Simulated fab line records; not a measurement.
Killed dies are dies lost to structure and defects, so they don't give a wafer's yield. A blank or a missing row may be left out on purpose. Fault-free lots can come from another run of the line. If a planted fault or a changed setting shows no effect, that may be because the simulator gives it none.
fab line records + flow sfq-line
[record]
- lots = 14
- wafers = 41
- last-day = 83
route steps=325 shown I1@74 I2@113 M3@120 JJ@192
lots untouched by any fault: they come from a run of this same line in which no faults occurred
start-h: start of the lot's first displayed wafer, in hours after the record's first day + wait-h: how many hours have passed since the lot's step before this one + " unchanged from the row above + L1.1+2: one row covering several wafers at once + - either no value or no given start + * or withheld: withheld + < > ~ a bound
route shown NAME@n: a module of which the file shows steps, and the number in the route of the first + usual: the fault-free wafers' mean and standard deviation + same: alike in all rows + chamber/n: place in a boat + sites: readings site by site + _std_site: the values' standard deviation + _edge_site: the outer-site mean with the inner-site mean subtracted + radius-mm: for every site, how far away it sits from the centre of the wafer + mask NAME#n: copy n + behind: the most recent tool/chamber to have shaped the wafer + hold: why the lot went on hold/how many hours it stayed there/how the hold came to an end + device: which transistor (n, p or np) failed to switch + end of line: tests of these same wafers at the route's end + step lacking rows: just its recipe + killed: dies lost to structure and defects at the first sort, not the wafer's yield + map: the dies of a wafer, with x for killed, . for not killed, _ for no die there
set.NAME: the setting the step ran with; set.NAME@STEP: the setting that earlier step ran with + model.NAME: the simulator's own value behind a step, which no gauge read
one table for each step of the route and one row for each wafer, over a sample of lots
services: a tool's chamber out of use, with start hour (start-h, from the record's first day; less than 0 if before it), hours out, and reason
[[steps]]
[step SFQ_TRILAYER_I1_CMP_CMP_046]
[recipe]
- material = SiO2
- down-force-psi = 3
- platen-rpm = 60
- pad-velocity-m-s = 0.94248
[usual]
- motor-current-A = 10.7/0.64
- time-to-endpoint-s = 215/6.6
| lot.wafer | tool   | chamber | start-h | wait-h | motor-current-A | time-to-endpoint-s |
|-----------|--------|---------|---------|--------|-----------------|--------------------|
| L634.2    | cmp-01 | 2       | 342.62  | 13.0   | 10.8            | 213                |
| L634.6    | "      | 2       | 344.62  | 14.9   | 10.8            | 222                |
| L634.5    | "      | 3       | "       | "      | 10.4            | 215                |
| L635.2    | cmp-01 | 3       | 347.23  | 16.9   | 11.1            | 203                |
| L635.6    | "      | 0       | "       | "      | 10.4            | 211                |
| L635.5    | "      | 1       | "       | "      | 11.1            | 217                |
| L638.1    | cmp-01 | 2       | 436.36  | 16.8   | 10.7            | 206                |
| L638.4    | "      | 3       | "       | "      | 10.5            | 203                |
| L638.6    | "      | 3       | 438.86  | 19.2   | 10.9            | 212                |
| L639.3    | cmp-01 | 2       | 439.86  | 17.9   | 10.4            | 226                |
| L639.1    | "      | 0       | 440.86  | 18.9   | 10.9            | 219                |
| L639.5    | "      | 1       | "       | "      | 10.7            | 232                |
| L641.1    | cmp-02 | 0       | 451.88  | 15.4   | 10.2            | 209                |
| L641.6    | "      | 1       | "       | "      | 10.1            | 218                |
| L641.5    | "      | 2       | "       | "      | 11.9            | 221                |
| L642.1    | cmp-02 | 1       | 459.38  | 7.4    | 10.2            | 225                |
| L642.4    | "      | 3       | 460.38  | 8.4    | 11.0            | 218                |
| L642.6    | "      | 2       | 461.88  | 9.9    | 12.3            | 232                |
| L643.4    | cmp-02 | 2       | 469.38  | 4.6    | 11.2            | 209                |
| L643.6    | "      | 0       | 470.38  | 5.6    | 9.6             | 208                |
| L643.5    | "      | 1       | "       | "      | 10.2            | 222                |
| L644.1    | cmp-02 | 1       | 472.38  | 6.0    | 10.5            | 206                |
| L644.3    | "      | 2       | "       | "      | 12.4            | 219                |
| L644.5    | "      | 3       | "       | "      | 10.3            | 221                |
| L645.2    | cmp-02 | 0       | 480.57  | 3.2    | 9.6             | 204                |
| L645.3    | "      | 2       | 481.57  | 4.2    | 11.1            | 208                |
| L645.6    | "      | 1       | 483.07  | 5.7    | 10.0            | 219                |
| L646.1    | cmp-02 | 1       | 493.25  | 0.5    | 9.8             | 212                |
| L646.3    | "      | 2       | "       | "      | 11.6            | 205                |
| L646.6    | "      | 1       | 495.25  | 2.5    | 10.4            | 214                |
| L648.2    | cmp-02 | 1       | 508.05  | 0.8    | 10.6            | 207                |
| L648.1    | "      | 2       | "       | "      | 11.3            | 210                |
| L648.3    | "      | 3       | "       | "      | 11.3            | 209                |
| L649.3    | cmp-02 | 1       | 515.57  | 1.0    | 9.9             | 209                |
| L649.4    | "      | 2       | "       | "      | 11.6            | 223                |
| L649.6    | "      | 3       | "       | "      | 11.3            | 219                |
| L650.5    | cmp-02 | 3       | 526.17  | 2.0    | 10.7            | 207                |
| L650.6    | "      | 0       | "       | "      | 9.8             | 212                |
| L657.4    | cmp-01 | 1       | 567.59  | 4.5    | 9.9             | 217                |
| L657.5    | "      | 2       | "       | "      | 11.0            | 221                |
| L657.6    | "      | 3       | "       | "      | 10.7            | 217                |
[step SFQ_TRILAYER_I1_METRO_MEASURE_047]
[usual]
- thk-nm = 200.1/0.89
| lot.wafer | tool          | chamber | start-h | wait-h | thk-nm |
|-----------|---------------|---------|---------|--------|--------|
| L634.2    | film-metro-01 | -       | 345.94  | 0.3    | 199.3  |
| L634.5    | "             | -       | "       | "      | 198.1  |
| L634.6    | "             | -       | "       | "      | 199.5  |
| L635.2    | film-metro-01 | -       | 349.17  | 0.3    | 200.2  |
| L635.5    | "             | -       | "       | "      | 198.5  |
| L635.6    | "             | -       | "       | "      | 199.2  |
| L638.1    | film-metro-02 | -       | 439.48  | 0.1    | 200.5  |
| L638.4    | "             | -       | "       | "      | 200.3  |
| L638.6    | "             | -       | "       | "      | 201.1  |
| L639.1    | film-metro-04 | -       | 442.48  | 0.1    | 199.5  |
| L639.3    | "             | -       | "       | "      | 200.9  |
| L639.5    | "             | -       | "       | "      | 199.4  |
| L641.1    | film-metro-04 | -       | 453.50  | 0.1    | 200.6  |
| L641.5    | "             | -       | "       | "      | 200.7  |
| L641.6    | "             | -       | "       | "      | 201.7  |
| L642.1    | film-metro-04 | -       | 462.50  | 0.1    | 201.5  |
| L642.4    | "             | -       | "       | "      | 198.7  |
| L642.6    | "             | -       | "       | "      | 201.1  |
| L643.4    | film-metro-04 | -       | 472.10  | 0.6    | 201.2  |
| L643.5    | "             | -       | "       | "      | 202.0  |
| L643.6    | "             | -       | "       | "      | 201.1  |
| L644.1    | film-metro-04 | -       | 474.50  | 0.1    | 200.1  |
| L644.3    | "             | -       | "       | "      | 199.8  |
| L644.5    | "             | -       | "       | "      | 199.3  |
| L645.2    | film-metro-01 | -       | 483.89  | 0.3    | 199.3  |
| L645.3    | "             | -       | "       | "      | 199.9  |
| L645.6    | "             | -       | "       | "      | 201.8  |
| L646.1    | film-metro-04 | -       | 495.87  | 0.1    | 202.0  |
| L646.3    | "             | -       | "       | "      | 201.5  |
| L646.6    | "             | -       | "       | "      | 201.5  |
| L648.1    | film-metro-01 | -       | 510.67  | 0.1    | 200.8  |
| L648.2    | "             | -       | "       | "      | 200.6  |
| L648.3    | "             | -       | "       | "      | 200.7  |
| L649.3    | film-metro-02 | -       | 518.09  | 0.5    | 215.3  |
| L649.4    | "             | -       | "       | "      | 199.8  |
| L649.6    | "             | -       | "       | "      | 199.3  |
| L650.5    | film-metro-02 | -       | 528.09  | 0.8    | 214.7  |
| L650.6    | "             | -       | "       | "      | 199.6  |
| L657.4    | film-metro-04 | -       | 569.81  | 0.6    | 201.2  |
| L657.5    | "             | -       | "       | "      | 201.2  |
| L657.6    | "             | -       | "       | "      | 200.0  |
[step SFQ_TRILAYER_I1_VIA_ETCH_VIA_ETCH_052]
[recipe]
- target = SiO2
- stop-on = Nb
- mask-material = PR
- taper-deg = 20
- chemistry = CHF3
- target-depth-nm = 260
- source-w = 500
- bias-w = 80
- pressure-mtorr = 30
- time-s = withheld
[usual]
- drypump-motor-current-A = 5.7/0.42
- oes-product-au = 0.855/0.0056
| lot.wafer | tool        | chamber | start-h | wait-h | drypump-motor-current-A | oes-product-au |
|-----------|-------------|---------|---------|--------|-------------------------|----------------|
| L634.2    | rie-diel-01 | 1       | 472.62  | 0.0    | 5.8                     | 0.856          |
| L634.5    | "           | 1       | "       | "      | 5.8                     | 0.852          |
| L634.6    | "           | 2       | "       | "      | 5.7                     | 0.857          |
| L635.2    | rie-diel-01 | 2       | 480.95  | 0.0    | 5.6                     | 0.847          |
| L635.5    | "           | 0       | "       | "      | 5.8                     | 0.857          |
| L635.6    | "           | 1       | "       | "      | 5.8                     | 0.851          |
| L638.1    | rie-diel-03 | 0       | 502.68  | 0.0    | 6.3                     | 0.856          |
| L638.4    | "           | 2       | "       | "      | 5.4                     | 0.855          |
| L638.6    | "           | 2       | "       | "      | 5.4                     | 0.854          |
| L639.1    | rie-diel-01 | 0       | 551.27  | 0.0    | 5.8                     | 0.854          |
| L639.3    | "           | 1       | "       | "      | 5.8                     | 0.858          |
| L639.5    | "           | 1       | "       | "      | 5.8                     | 0.846          |
| L641.1    | rie-diel-02 | 3       | 609.00  | 0.0    | 5.3                     | 0.866          |
| L641.5    | "           | 0       | "       | "      | 6.4                     | 0.853          |
| L641.6    | "           | 1       | "       | "      | 5.1                     | 0.864          |
| L642.1    | rie-diel-01 | 2       | 619.90  | 0.0    | 5.7                     | 0.858          |
| L642.4    | "           | 1       | "       | "      | 5.8                     | 0.858          |
| L642.6    | "           | 0       | "       | "      | 5.9                     | 0.853          |
| L643.4    | rie-diel-01 | 2       | 630.70  | 0.0    | 5.6                     | 0.857          |
| L643.5    | "           | 3       | "       | "      | 5.1                     | 0.862          |
| L643.6    | "           | 0       | "       | "      | 5.9                     | 0.860          |
| L644.1    | rie-diel-03 | 1       | 633.10  | 0.0    | 5.6                     | 0.845          |
| L644.3    | "           | 0       | "       | "      | 6.3                     | 0.851          |
| L644.5    | "           | 0       | "       | "      | 6.3                     | 0.849          |
| L645.2    | rie-diel-02 | 2       | 641.50  | 0.0    | 5.6                     | 0.853          |
| L645.3    | "           | 1       | "       | "      | 5.1                     | 0.848          |
| L645.6    | "           | 3       | "       | "      | 5.3                     | 0.868          |
| L646.1    | rie-diel-03 | 3       | 646.42  | 0.0    | 5.8                     | 0.852          |
| L646.3    | "           | 2       | "       | "      | 5.4                     | 0.853          |
| L646.6    | "           | 3       | "       | "      | 5.7                     | 0.865          |
| L648.1    | rie-diel-02 | 2       | 664.55  | 0.0    | 5.6                     | 0.856          |
| L648.2    | "           | 3       | "       | "      | 5.3                     | 0.853          |
| L648.3    | "           | 1       | "       | "      | 5.1                     | 0.861          |
| L649.3    | rie-diel-02 | 0       | 671.75  | 0.0    | 6.4                     | 0.889          |
| L649.4    | "           | 2       | "       | "      | 5.6                     | 0.861          |
| L649.6    | "           | 2       | "       | "      | 5.6                     | 0.846          |
| L650.5    | rie-diel-02 | 0       | 683.35  | 0.1    | 6.4                     | 0.893          |
| L650.6    | "           | 1       | "       | "      | 5.1                     | 0.856          |
| L657.4    | rie-diel-01 | 0       | 722.90  | 0.0    | 5.8                     | 0.854          |
| L657.5    | "           | 2       | "       | "      | 5.7                     | 0.863          |
| L657.6    | "           | 3       | "       | "      | 5.1                     | 0.858          |
[step SFQ_I2_OVL_MEAS_918]
[usual]
- I2_OVL = -2/5.5
| lot.wafer | tool       | chamber | start-h | wait-h | I2_OVL[nm] |
|-----------|------------|---------|---------|--------|------------|
| L634.2    | overlay-01 | -       | 486.06  | 0.1    | 1          |
| L634.5    | "          | -       | "       | "      | 3          |
| L634.6    | "          | -       | "       | "      | 3          |
| L635.2    | overlay-02 | -       | 511.76  | 0.1    | -3         |
| L635.5    | "          | -       | "       | "      | 0          |
| L635.6    | "          | -       | "       | "      | -8         |
| L638.1    | overlay-02 | -       | 519.25  | 0.1    | -3         |
| L638.4    | "          | -       | "       | "      | -2         |
| L638.6    | "          | -       | "       | "      | -4         |
| L639.1    | overlay-01 | -       | 566.78  | 0.1    | -5         |
| L639.3    | "          | -       | "       | "      | -2         |
| L639.5    | "          | -       | "       | "      | 0          |
| L641.1    | overlay-01 | -       | 622.08  | 0.1    | -5         |
| L641.5    | "          | -       | "       | "      | -9         |
| L641.6    | "          | -       | "       | "      | -4         |
| L642.1    | overlay-01 | -       | 631.37  | 0.1    | -9         |
| L642.4    | "          | -       | "       | "      | -16        |
| L642.6    | "          | -       | "       | "      | -13        |
| L643.4    | overlay-01 | -       | 643.38  | 0.1    | -8         |
| L643.5    | "          | -       | "       | "      | 4          |
| L643.6    | "          | -       | "       | "      | -6         |
| L644.1    | overlay-02 | -       | 654.89  | 0.1    | -5         |
| L644.3    | "          | -       | "       | "      | -9         |
| L644.5    | "          | -       | "       | "      | -2         |
| L645.2    | overlay-02 | -       | 663.29  | 0.1    | -4         |
| L645.3    | "          | -       | "       | "      | 5          |
| L645.6    | "          | -       | "       | "      | -3         |
| L646.1    | overlay-01 | -       | 672.69  | 0.1    | 2          |
| L646.3    | "          | -       | "       | "      | -2         |
| L646.6    | "          | -       | "       | "      | -6         |
| L648.1    | overlay-02 | -       | 684.75  | 0.1    | -7         |
| L648.2    | "          | -       | "       | "      | -7         |
| L648.3    | "          | -       | "       | "      | 3          |
| L649.3    | overlay-01 | -       | 690.76  | 0.1    | 6          |
| L649.4    | "          | -       | "       | "      | 1          |
| L649.6    | "          | -       | "       | "      | -1         |
| L650.5    | overlay-01 | -       | 699.17  | 0.0    | -6         |
| L650.6    | "          | -       | "       | "      | -11        |
| L657.4    | overlay-02 | -       | 750.77  | 0.1    | 8          |
| L657.5    | "          | -       | "       | "      | 7          |
| L657.6    | "          | -       | "       | "      | -1         |
[step SFQ_M3_RS_MEAS_919]
[recipe]
- thk-meas-gauge = four-point-probe
- reads = Nb_of_TRILAYER_M3_DEP_SPUTTER_073
[usual]
- M3_NB_RS = 0.890/0.008
| lot.wafer | tool          | chamber | start-h | wait-h | M3_NB_RS[ohm/sq] |
|-----------|---------------|---------|---------|--------|------------------|
| L634.2    | film-metro-03 | -       | 487.34  | 0.1    | 0.899            |
| L634.5    | "             | -       | "       | "      | 0.894            |
| L634.6    | "             | -       | "       | "      | 0.905            |
| L635.2    | film-metro-04 | -       | 512.86  | 0.1    | 0.881            |
| L635.5    | "             | -       | "       | "      | 0.875            |
| L635.6    | "             | -       | "       | "      | 0.883            |
| L638.1    | film-metro-03 | -       | 520.33  | 0.0    | 0.888            |
| L638.4    | "             | -       | "       | "      | 0.888            |
| L638.6    | "             | -       | "       | "      | 0.886            |
| L639.1    | film-metro-03 | -       | 567.86  | 0.0    | 0.892            |
| L639.3    | "             | -       | "       | "      | 0.883            |
| L639.5    | "             | -       | "       | "      | 0.886            |
| L641.1    | film-metro-02 | -       | 623.16  | 0.0    | 0.886            |
| L641.5    | "             | -       | "       | "      | 0.877            |
| L641.6    | "             | -       | "       | "      | 0.877            |
| L642.1    | film-metro-04 | -       | 632.45  | 0.0    | 0.893            |
| L642.4    | "             | -       | "       | "      | 0.892            |
| L642.6    | "             | -       | "       | "      | 0.898            |
| L643.4    | film-metro-02 | -       | 644.51  | 0.1    | 0.887            |
| L643.5    | "             | -       | "       | "      | 0.886            |
| L643.6    | "             | -       | "       | "      | 0.889            |
| L644.1    | film-metro-03 | -       | 655.97  | 0.0    | 0.906            |
| L644.3    | "             | -       | "       | "      | 0.898            |
| L644.5    | "             | -       | "       | "      | 0.903            |
| L645.2    | film-metro-03 | -       | 664.59  | 0.1    | 0.907            |
| L645.3    | "             | -       | "       | "      | 0.904            |
| L645.6    | "             | -       | "       | "      | 0.906            |
| L646.1    | film-metro-02 | -       | 673.99  | 0.0    | 0.901            |
| L646.3    | "             | -       | "       | "      | 0.901            |
| L646.6    | "             | -       | "       | "      | 0.905            |
| L648.1    | film-metro-04 | -       | 685.83  | 0.0    | 0.891            |
| L648.2    | "             | -       | "       | "      | 0.895            |
| L648.3    | "             | -       | "       | "      | 0.883            |
| L649.3    | film-metro-04 | -       | 691.87  | 0.1    | 0.884            |
| L649.4    | "             | -       | "       | "      | 0.892            |
| L649.6    | "             | -       | "       | "      | 0.889            |
| L650.5    | film-metro-04 | -       | 700.31  | 0.1    | 0.888            |
| L650.6    | "             | -       | "       | "      | 0.892            |
| L657.4    | film-metro-02 | -       | 751.90  | 0.1    | 0.889            |
| L657.5    | "             | -       | "       | "      | 0.890            |
| L657.6    | "             | -       | "       | "      | 0.889            |
[step SFQ_TRILAYER_JJ_CE_METRO_MEASURE_117]
[usual]
- cd-nm = 700.0/1.4
| lot.wafer | tool      | chamber | start-h | wait-h | cd-nm |
|-----------|-----------|---------|---------|--------|-------|
| L634.2    | cd-sem-02 | -       | 1237.32 | 0.2    | 700.4 |
| L634.5    | "         | -       | "       | "      | 701.5 |
| L634.6    | "         | -       | "       | "      | 701.5 |
| L635.2    | cd-sem-01 | -       | 1249.72 | 0.2    | 700.9 |
| L635.5    | "         | -       | "       | "      | 700.5 |
| L635.6    | "         | -       | "       | "      | 701.7 |
| L638.1    | cd-sem-02 | -       | 1259.12 | 0.0    | 701.3 |
| L638.4    | "         | -       | "       | "      | 699.6 |
| L638.6    | "         | -       | "       | "      | 701.3 |
| L639.1    | cd-sem-01 | -       | 1295.17 | 0.0    | 699.6 |
| L639.3    | "         | -       | "       | "      | 699.7 |
| L639.5    | "         | -       | "       | "      | 700.0 |
| L641.1    | cd-sem-01 | -       | 1342.88 | 0.0    | 699.3 |
| L641.5    | "         | -       | "       | "      | 699.1 |
| L641.6    | "         | -       | "       | "      | 699.6 |
| L642.1    | cd-sem-02 | -       | 1356.96 | 0.0    | 700.4 |
| L642.4    | "         | -       | "       | "      | 701.2 |
| L642.6    | "         | -       | "       | "      | 699.8 |
| L643.4    | cd-sem-01 | -       | 1368.36 | 0.6    | 700.7 |
| L643.5    | "         | -       | "       | "      | 698.5 |
| L643.6    | "         | -       | "       | "      | 700.5 |
| L644.1    | cd-sem-02 | -       | 1372.56 | 0.0    | 698.7 |
| L644.3    | "         | -       | "       | "      | 698.7 |
| L644.5    | "         | -       | "       | "      | 698.7 |
| L645.2    | cd-sem-01 | -       | 1376.52 | 0.2    | 699.4 |
| L645.3    | "         | -       | "       | "      | 699.4 |
| L645.6    | "         | -       | "       | "      | 700.5 |
| L646.1    | cd-sem-02 | -       | 1380.96 | 0.0    | 702.4 |
| L646.3    | "         | -       | "       | "      | 701.5 |
| L646.6    | "         | -       | "       | "      | 700.6 |
| L648.1    | cd-sem-02 | -       | 1385.76 | 0.0    | 697.0 |
| L648.2    | "         | -       | "       | "      | 698.8 |
| L648.3    | "         | -       | "       | "      | 698.3 |
| L649.3    | cd-sem-02 | -       | 1392.16 | 0.4    | 702.1 |
| L649.4    | "         | -       | "       | "      | 701.3 |
| L649.6    | "         | -       | "       | "      | 701.7 |
| L650.5    | cd-sem-01 | -       | 1397.36 | 0.8    | 699.9 |
| L650.6    | "         | -       | "       | "      | 699.9 |
| L657.4    | cd-sem-02 | -       | 1451.16 | 0.6    | 697.8 |
| L657.5    | "         | -       | "       | "      | 697.6 |
| L657.6    | "         | -       | "       | "      | 697.2 |
[[services]]
| tool   | chamber | start-h | hours | kind   |
|--------|---------|---------|-------|--------|
| cmp-02 | -       | 355.45  | 6.2   | repair |
| cmp-02 | -       | 393.72  | 0.9   | repair |
| cmp-02 | -       | 407.35  | 4.0   | pm     |
| cmp-02 | -       | 414.35  | 18.0  | pm     |
| cmp-02 | -       | 559.57  | 5.0   | pm     |
| cmp-02 | -       | 640.55  | 1.5   | repair |
| cmp-02 | -       | 658.46  | 1.6   | repair |
| cmp-02 | -       | 749.11  | 4.0   | pm     |
| cmp-02 | -       | 854.14  | 1.5   | repair |
| cmp-02 | -       | 928.47  | 4.5   | pm     |
| cmp-02 | -       | 947.83  | 0.9   | repair |
| cmp-02 | -       | 948.15  | 0.5   | repair |
| cmp-02 | -       | 971.22  | 7.9   | pm     |
| cmp-02 | -       | 990.05  | 0.6   | repair |
| cmp-02 | -       | 1034.45 | 1.1   | repair |
| cmp-02 | -       | 1036.69 | 1.2   | repair |
| cmp-02 | -       | 1091.64 | 4.0   | pm     |
| cmp-02 | -       | 1136.68 | 1.0   | repair |
| cmp-02 | -       | 1169.11 | 0.8   | repair |
| cmp-02 | -       | 1219.36 | 0.6   | repair |
| cmp-02 | -       | 1297.72 | 3.1   | pm     |
| cmp-02 | -       | 1330.28 | 1.3   | repair |
| cmp-02 | -       | 1337.57 | 1.0   | repair |
| cmp-02 | -       | 1354.74 | 0.5   | repair |
[[key]]
[first-sign]
- step = SFQ_TRILAYER_I1_METRO_MEASURE_047
- reading = thk-nm
- direction = up
- sigmas = 17
- usual = 200.1
- struck = 215.0
[effect]
- step = SFQ_TRILAYER_I1_VIA_ETCH_VIA_ETCH_052
- reading = oes-product-au
- direction = up
- sigmas = 6.5
- usual = 0.855
- struck = 0.891
met-at SFQ_TRILAYER_I1_CMP_CMP_046
struck-lots L649,L650
struck-wafers L649.3,L650.5
not-acting-at SFQ_I2_OVL_MEAS_918,SFQ_M3_RS_MEAS_919,SFQ_TRILAYER_JJ_CE_METRO_MEASURE_117
onset-between 508.05 515.57
[fault]
- kind = process-parameter-drift
- tool = cmp-02
- chamber = -
- onset-h = 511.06
- steps = SFQ_TRILAYER_I1_CMP_CMP_046
- channel = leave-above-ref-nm
- offset = 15
- shape = step
- end-h = 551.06
- scope = struck-wafers-only
- acts-in = these-recipes-only
- stated = 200
